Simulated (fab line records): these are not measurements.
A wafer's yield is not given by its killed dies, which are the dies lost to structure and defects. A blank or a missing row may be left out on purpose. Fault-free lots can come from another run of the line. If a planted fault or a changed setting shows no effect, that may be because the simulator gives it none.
2 desks looking at one fault :: flow sky130 :: every desk sees just its own numbers, and what lay behind them comes last

THE METROLOGY DESK
What the gauges read for every lot (on any tool): the sampled wafers with a number, averaged. Marked OUT: a lot whose mean sits more than 4 standard deviations from the usual mean, which makes it out of limits; the brackets give that distance.
Columns: A = cdNm at SKY_CONTACT_CD_MEAS_14, usual 169.9 nm; B = CONTACT_OVL at SKY_CONTACT_OVL_MEAS_15, usual 3 nm
lot: L866
first seen here: day 33 19:28
A: 169.3
B: 3

lot: L871
first seen here: day 35 01:03
A: 168.8
B: -3

lot: L877
first seen here: day 36 22:02
A: 169.3
B: 11

lot: L878
first seen here: day 37 16:51
A: 167.8
B: 3

lot: L883
first seen here: day 38 19:38
A: 169.0
B: 0
Finding of this desk: none of the 5 lots has anything out of limits.

FOR THE TOOL OWNER'S DESK: pvdSputter-03
At SKY_CONTACT_SPUTTER_23 (material TiN, target thk 20 nm, time 80 s) the tool's own readings: per lot run on this tool, the mean of the sampled wafers that have a number. Marked OUT: a lot whose mean sits more than 4 standard deviations from the usual mean, which makes it out of limits; the brackets give that distance.
Columns: A = throttleValvePct at SKY_CONTACT_SPUTTER_23, usual 30.0 %
lot: L866
first seen here: day 33 20:23
A: 29.6

lot: L871
first seen here: day 35 01:59
A: 30.0

lot: L883
first seen here: day 38 20:29
A: 29.7
Finding of this desk: none of the 3 lots has anything out of limits.

PUT TOGETHER
The metrology desk saw nothing out of limits.
The tool owner's desk saw nothing out of limits.

WHAT THE SIMULATOR HAD INSERTED
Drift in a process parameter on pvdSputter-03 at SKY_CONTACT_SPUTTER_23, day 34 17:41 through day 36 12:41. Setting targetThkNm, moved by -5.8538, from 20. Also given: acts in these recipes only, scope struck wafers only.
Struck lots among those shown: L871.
